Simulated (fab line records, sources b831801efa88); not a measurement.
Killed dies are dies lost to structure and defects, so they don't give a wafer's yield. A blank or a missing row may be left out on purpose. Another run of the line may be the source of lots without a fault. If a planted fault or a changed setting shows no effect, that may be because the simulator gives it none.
fab line records	flow gf180mcu
record lots=15	wafers=45	last_day=34
route steps=602 shown M2@364
lots untouched by any fault: they come from a run of this same line in which no faults occurred
start_h: start of the lot's first displayed wafer, in hours after the record's first day	wait_h: time in hours since the lot's previous step	" identical to the entry in the row above	L1.1+2: one row covering several wafers at once	- no value present, or no start provided	* or withheld: withheld	< > ~ a bound
route shown NAME@n: names a module that has steps shown in the file, with the first one's number in the route	usual: the fault-free wafers' mean and standard deviation	same: alike in all rows	chamber/n: place in a boat	sites: readings site by site	_std_site: the values' standard deviation	_edge_site: the outer-site mean with the inner-site mean subtracted	radius_mm: for every site, how far away it sits from the centre of the wafer	mask NAME#n: copy n	behind: the most recent tool/chamber to have shaped the wafer	hold: cause of the lot's hold/its duration in hours/its outcome	device: which transistor (n, p or np) failed to switch	end of line: at the end of the route, the tests of the same wafers	where a step has no rows: the recipe by itself	killed: not the wafer's yield, but the dies lost to structure and defects at the first sort	map: a wafer's dies, x killed, . not, _ none there
set.NAME: the run value of the setting; set.NAME@STEP: its run value at that earlier step	model.NAME: the simulator's own value behind a step, which no gauge read
one table for each step of the route and one row for each wafer, over a sample of lots
services: from which hour (start_h, from the record's first day; less than 0 if before it) a tool's chamber was out of use, for how many hours, and why
## steps
# step GF_M2_SPUTTER_02
# recipe material=AlCu	target_thk_nm=450	power_w=10600	time_s=23.9	chamber_pressure_pa=0.4
# usual throttle_valve_pct=30.1/1
lot.wafer	tool	chamber	start_h	wait_h	throttle_valve_pct
L223.1	pvd_sputter-04	-	429.26	0.0	30.7
L223.4	"	-	"	"	28.7
L223.5	"	-	"	"	31.6
L224.1	pvd_sputter-04	-	438.90	0.0	30.6
L224.3	"	-	"	"	31.4
L224.4	"	-	"	"	31.4
L225.1	pvd_sputter-04	-	447.64	0.0	31.1
L225.5	"	-	"	"	31.2
L225.6	"	-	"	"	30.8
L226.2	pvd_sputter-03	-	457.88	0.0	27.9
L226.5	"	-	"	"	30.3
L226.6	"	-	"	"	28.1
L227.1	pvd_sputter-02	-	467.59	0.0	30.3
L227.5	"	-	"	"	31.3
L227.6	"	-	"	"	30.7
L228.2	pvd_sputter-03	-	478.42	0.0	30.0
L228.4	"	-	"	"	28.1
L228.5	"	-	"	"	28.0
L229.4	pvd_sputter-04	-	487.27	0.0	30.9
L229.5	"	-	"	"	30.9
L229.6	"	-	"	"	31.1
L230.2	pvd_sputter-02	-	498.37	0.0	31.3
L230.3	"	-	"	"	30.2
L230.6	"	-	"	"	31.5
L234.1	pvd_sputter-02	-	530.33	0.0	29.3
L234.3	"	-	"	"	30.3
L234.4	"	-	"	"	30.9
L235.2	pvd_sputter-03	-	538.08	0.0	28.0
L235.4	"	-	"	"	29.7
L235.6	"	-	"	"	30.2
L236.1	pvd_sputter-02	-	547.61	0.0	29.3
L236.4	"	-	"	"	30.3
L236.6	"	-	"	"	31.1
L241.2	pvd_sputter-03	-	586.12	0.0	29.6
L241.3	"	-	"	"	29.9
L241.4	"	-	"	"	30.3
L242.1	pvd_sputter-03	-	590.18	0.0	30.1
L242.3	"	-	"	"	30.2
L242.6	"	-	"	"	27.9
L243.2	pvd_sputter-04	-	600.62	0.0	31.2
L243.3	"	-	"	"	30.8
L243.4	"	-	"	"	31.2
L244.1	pvd_sputter-02	-	606.83	0.0	31.3
L244.2	"	-	"	"	29.3
L244.5	"	-	"	"	29.5
# step GF_M2_DEVELOP_13
# recipe develop_time_s=60	dev_temp_c=21
# usual chill_plate_temp_C=22.99/0.1	develop_time_s=60/0
lot.wafer	tool	chamber	start_h	wait_h	chill_plate_temp_C	develop_time_s
L223.1	litho_track-04	0	453.24	0.2	23.06	60
L223.4	"	0	"	"	23.09	60
L223.5	"	0	"	"	23.02	60
L224.1	litho_track-01	0	463.22	0.2	23.08	60
L224.3	"	0	"	"	23.19	60
L224.4	"	0	"	"	22.99	60
L225.1	litho_track-04	0	470.94	0.2	22.82	60
L225.5	"	0	"	"	23.07	60
L225.6	"	0	"	"	22.90	60
L226.2	litho_track-01	0	482.04	0.2	23.10	60
L226.5	"	0	"	"	23.14	60
L226.6	"	0	"	"	23.01	60
L227.1	litho_track-01	0	491.47	0.2	23.03	60
L227.5	"	0	"	"	23.08	60
L227.6	"	0	"	"	23.16	60
L228.2	litho_track-03	0	502.15	0.2	23.02	60
L228.4	"	0	"	"	23.01	60
L228.5	"	0	"	"	23.01	60
L229.4	litho_track-04	0	510.81	0.1	22.94	60
L229.5	"	0	"	"	22.83	60
L229.6	"	0	"	"	22.98	60
L230.2	litho_track-03	0	521.70	0.2	22.90	60
L230.3	"	0	"	"	22.77	60
L230.6	"	0	"	"	22.92	60
L234.1	litho_track-03	-	552.67	0.2	-	-
L234.3	"	-	"	"	-	-
L234.4	"	-	"	"	-	-
L235.2	litho_track-04	-	559.91	0.2	-	-
L235.4	"	-	"	"	-	-
L235.6	"	-	"	"	-	-
L236.1	litho_track-01	-	569.62	0.2	-	-
L236.4	"	-	"	"	-	-
L236.6	"	-	"	"	-	-
L241.2	litho_track-04	0	607.36	0.2	22.84	60
L241.3	"	0	"	"	23.01	60
L241.4	"	0	"	"	22.92	60
L242.1	litho_track-01	0	609.67	0.2	23.16	60
L242.3	"	0	"	"	23.19	60
L242.6	"	0	"	"	23.21	60
L243.2	litho_track-04	0	620.91	0.2	22.88	60
L243.3	"	0	"	"	22.94	60
L243.4	"	0	"	"	23.11	60
L244.1	litho_track-04	0	627.59	0.2	22.95	60
L244.2	"	0	"	"	23.06	60
L244.5	"	0	"	"	22.86	60
# step GF_M2_OVL_MEAS_15
# usual M2_OVL=-3/4.7
lot.wafer	tool	chamber	start_h	wait_h	M2_OVL[nm]
L223.1	overlay-02	-	453.51	0.1	-3
L223.4	"	-	"	"	-10
L223.5	"	-	"	"	-3
L224.1	overlay-01	-	463.49	0.1	-10
L224.3	"	-	"	"	-7
L224.4	"	-	"	"	-17
L225.1	overlay-01	-	471.21	0.1	0
L225.5	"	-	"	"	2
L225.6	"	-	"	"	1
L226.2	overlay-02	-	482.30	0.1	-3
L226.5	"	-	"	"	0
L226.6	"	-	"	"	0
L227.1	overlay-01	-	491.74	0.1	-10
L227.5	"	-	"	"	-4
L227.6	"	-	"	"	-9
L228.2	overlay-01	-	502.40	0.1	-7
L228.4	"	-	"	"	2
L228.5	"	-	"	"	-1
L229.4	overlay-02	-	511.02	0.1	0
L229.5	"	-	"	"	-3
L229.6	"	-	"	"	-3
L230.2	overlay-01	-	521.95	0.1	-3
L230.3	"	-	"	"	-2
L230.6	"	-	"	"	-12
L234.1	overlay-01	-	552.94	0.1	-
L234.3	"	-	"	"	-
L234.4	"	-	"	"	-
L235.2	overlay-01	-	560.16	0.1	-
L235.4	"	-	"	"	-
L235.6	"	-	"	"	-
L236.1	overlay-01	-	569.89	0.1	-
L236.4	"	-	"	"	-
L236.6	"	-	"	"	-
L241.2	overlay-02	-	607.61	0.1	0
L241.3	"	-	"	"	-2
L241.4	"	-	"	"	-1
L242.1	overlay-01	-	610.01	0.1	-4
L242.3	"	-	"	"	-4
L242.6	"	-	"	"	-9
L243.2	overlay-01	-	621.16	0.1	1
L243.3	"	-	"	"	4
L243.4	"	-	"	"	3
L244.1	overlay-01	-	627.86	0.1	-6
L244.2	"	-	"	"	2
L244.5	"	-	"	"	-7
# step GF_M2_STRIP_17
# recipe chemistry=O2/N2	power_w=1400	pressure_mtorr=1500	platen_temp_c=250	o2_flow_sccm=3000	n2_flow_sccm=300	overash_fraction=0.5
# usual drypump_motor_current_A=6.0/0.35	heater_power_w=325/64	oes_product_au=0.538/0.0046	strip_time_to_endpoint_s=7.40/0.053
lot.wafer	tool	chamber	start_h	wait_h	drypump_motor_current_A	heater_power_w	oes_product_au	rf_hours_counter_h	strip_time_to_endpoint_s
L223.1	plasma_asher-01	1	453.80	0.2	6.0	318	0.535	86	7.39
L223.4	"	1	"	"	6.0	321	0.543	-	7.44
L223.5	"	1	"	"	6.0	323	0.533	-	7.41
L224.1	plasma_asher-04	0	463.66	0.1	6.0	284	0.536	69	7.34
L224.3	"	0	"	"	6.0	282	0.529	-	7.38
L224.4	"	1	"	"	6.0	390	0.540	-	7.38
L225.1	plasma_asher-01	1	471.37	0.1	6.0	318	0.539	88	7.44
L225.5	"	0	"	"	6.4	246	0.537	-	7.41
L225.6	"	1	"	"	6.0	322	0.536	-	7.43
L226.2	plasma_asher-02	1	482.45	0.1	6.3	431	0.535	5	7.36
L226.5	"	1	"	"	6.3	431	0.539	-	7.36
L226.6	"	0	"	"	5.3	293	0.536	-	7.47
L227.1	plasma_asher-01	0	491.90	0.1	6.4	250	0.543	90	7.43
L227.5	"	1	"	"	6.0	328	0.538	-	7.41
L227.6	"	0	"	"	6.4	244	0.538	-	7.37
L228.2	plasma_asher-02	1	502.56	0.1	6.3	434	0.540	8	7.45
L228.4	"	1	"	"	6.3	432	0.541	-	7.44
L228.5	"	1	"	"	6.3	421	0.542	-	7.45
L229.4	plasma_asher-02	0	511.21	0.1	5.3	301	0.543	-	7.31
L229.5	"	0	"	"	5.4	295	0.541	-	7.33
L229.6	"	1	"	"	6.3	422	0.536	-	7.41
L230.2	plasma_asher-04	1	522.11	0.1	6.0	390	0.543	75	7.37
L230.3	"	1	"	"	6.0	386	0.531	-	7.35
L230.6	"	1	"	"	6.0	380	0.540	-	7.38
L234.1	plasma_asher-01	0	553.11	0.1	6.4	246	0.542	96	7.61
L234.3	"	0	"	"	6.4	239	0.540	-	7.46
L234.4	"	1	"	"	6.0	323	0.551	-	7.58
L235.2	plasma_asher-02	1	560.32	0.1	6.3	432	0.541	14	7.64
L235.4	"	0	"	"	5.4	294	0.546	-	7.64
L235.6	"	1	"	"	6.2	433	0.547	-	7.60
L236.1	plasma_asher-04	1	570.05	0.1	6.1	380	0.549	80	7.64
L236.4	"	0	"	"	6.0	278	0.545	-	7.65
L236.6	"	0	"	"	6.0	280	0.544	-	7.57
L241.2	plasma_asher-02	0	607.77	0.1	5.3	297	0.539	19	7.33
L241.3	"	0	"	"	5.3	292	0.542	-	7.31
L241.4	"	1	"	"	6.2	426	0.538	-	7.29
L242.1	plasma_asher-02	0	610.18	0.1	5.3	290	0.538	19	7.38
L242.3	"	1	"	"	6.2	433	0.544	-	7.38
L242.6	"	1	"	"	6.2	436	0.538	-	7.39
L243.2	plasma_asher-04	1	621.32	0.1	6.0	400	0.539	85	7.36
L243.3	"	0	"	"	6.0	276	0.535	-	7.29
L243.4	"	1	"	"	6.0	381	0.530	-	7.33
L244.1	plasma_asher-01	1	628.02	0.1	6.0	319	0.535	104	7.41
L244.2	"	0	"	"	6.3	243	0.544	104	7.44
L244.5	"	0	"	"	6.4	247	0.534	-	7.40
## services
tool	chamber	start_h	hours	kind
pvd_sputter-03	-	415.81	3.2	repair
plasma_asher-02	-	421.25	9.0	pm
plasma_asher-02	0	421.25	9.0	vent_cycle
plasma_asher-02	1	421.25	9.0	vent_cycle
plasma_asher-02	0	430.25	-	clean
plasma_asher-02	1	430.25	-	clean
plasma_asher-01	-	539.28	3.5	repair
pvd_sputter-03	-	573.68	3.8	repair
pvd_sputter-03	-	574.17	4.4	repair
pvd_sputter-04	-	582.85	8.4	repair
pvd_sputter-03	-	593.28	105.8	repair
plasma_asher-01	-	616.11	0.4	repair
## key
first_sign step=GF_M2_DEVELOP_13	reading=tool_record	direction=missing
effect none on later readings
met_at GF_M2_DEVELOP_13
struck_lots L234,L235,L236
later_rows_left_out L234.1,L234.3,L234.4,L235.2,L235.4,L235.6,L236.1,L236.4,L236.6
sort_left_out L234.1,L234.3,L234.4,L235.2,L235.4,L235.6,L236.1,L236.4,L236.6
not_acting_at GF_M2_SPUTTER_02,GF_M2_OVL_MEAS_15,GF_M2_STRIP_17
onset_between 521.70 552.67
fault kind=skipped_step_whole	tool=litho_track-01,litho_track-03,litho_track-04	chamber=-	onset_h=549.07	steps=GF_M2_DEVELOP_13	scope=struck_lots_only
# sort_left_out: the simulated sort isn't trusted on such a fault, so these wafers' sort isn't shown, and their yield isn't known
# later_rows_left_out: the simulator's readings of these wafers behind a module that went badly wrong aren't trusted and aren't shown, but for the sort
